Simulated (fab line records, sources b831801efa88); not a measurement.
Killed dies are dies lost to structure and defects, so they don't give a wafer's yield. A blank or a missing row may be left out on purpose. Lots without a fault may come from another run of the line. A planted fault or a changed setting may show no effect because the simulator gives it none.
Chamber matching | flow sky130 | SKY_LI_CONTACT_CMP_02 on cmp-01: 4 sister chambers
The step polishes PSG. 14 wafers are shown with their chamber, then 7 later ones without.

WAFERS WITH THEIR CHAMBER
wafer  | chamber | motor_current_A (A) | time_to_endpoint_s (s) | slurry_flow_ml_min
L295.1 | 2       | 11.5                | 32.7                   | 149.9
L295.2 | 0       | 10.1                | 31.9                   | 150.1
L295.6 | 0       | 10.7                | 34.4                   | 149.8
L299.1 | 3       | 12.3                | 30.0                   | 150.6
L299.2 | 2       | 12.0                | 34.1                   | 149.7
L299.6 | 0       | 10.0                | 36.6                   | 149.9
L303.1 | 2       | 11.8                | 29.1                   | 150.0
L303.2 | 1       | 11.4                | 32.0                   | 149.8
L303.5 | 1       | 11.2                | 33.5                   | 149.7
L305.1 | 0       | 9.9                 | 33.4                   | 149.9
L305.4 | 3       | 12.1                | 30.0                   | 150.2
L305.6 | 0       | 10.6                | 34.1                   | 149.8
L309.1 | 1       | 11.2                | 34.1                   | 150.1
L309.2 | 0       | 10.9                | 38.7                   | 150.6

SIGNATURES (means of the wafers above)
reading            | chamber 0 | chamber 1 | chamber 2 | chamber 3 | scatter within a chamber
motor_current_A    | 10.367    | 11.267    | 11.767    | 12.200    | 0.324
time_to_endpoint_s | 34.850    | 33.200    | 31.967    | 30.000    | 2.12
slurry_flow_ml_min | 150.017   | 149.867   | 149.867   | 150.400   | 0.261
Rule: a wafer's distance from a chamber is the root of the sum, over the readings, of the square of ((its reading less the chamber's mean) divided by the reading's scatter). The wafer belongs to the nearest chamber; if the next one is less than 2 further off, it can't be placed. The scatter: the root of (the sum of the squares of (reading less its chamber's mean) over the shown wafers, divided by (wafers less chambers)).

WAFERS WITHOUT THEIR CHAMBER
wafer  | motor_current_A (A) | time_to_endpoint_s (s) | slurry_flow_ml_min
L309.3 | 11.6                | 33.6                   | 150.5
L310.3 | 11.8                | 36.3                   | 149.3
L310.4 | 11.6                | 38.3                   | 150.0
L310.6 | 11.7                | 36.8                   | 150.5
L311.2 | 12.1                | 36.7                   | 149.7
L311.3 | 11.3                | 36.6                   | 149.7
L311.5 | 10.7                | 40.1                   | 150.7

WHICH CHAMBER EACH WENT THROUGH
wafer  | from the rows above               | in truth
L309.3 | can't be placed: 3 or 2 or 1 or 0 | 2
L310.3 | can't be placed: 2 or 1           | 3
L310.4 | can't be placed: 1 or 2 or 0 or 3 | 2
L310.6 | can't be placed: 1 or 2 or 3 or 0 | 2
L311.2 | can't be placed: 2 or 1 or 3      | 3
L311.3 | can't be placed: 1 or 2 or 0      | 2
L311.5 | can't be placed: 0 or 1           | 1
Placed correctly: 0 of 7. Can't be placed from these rows: 7 (the true chamber is among the candidates in 6). Placed wrongly: 0.
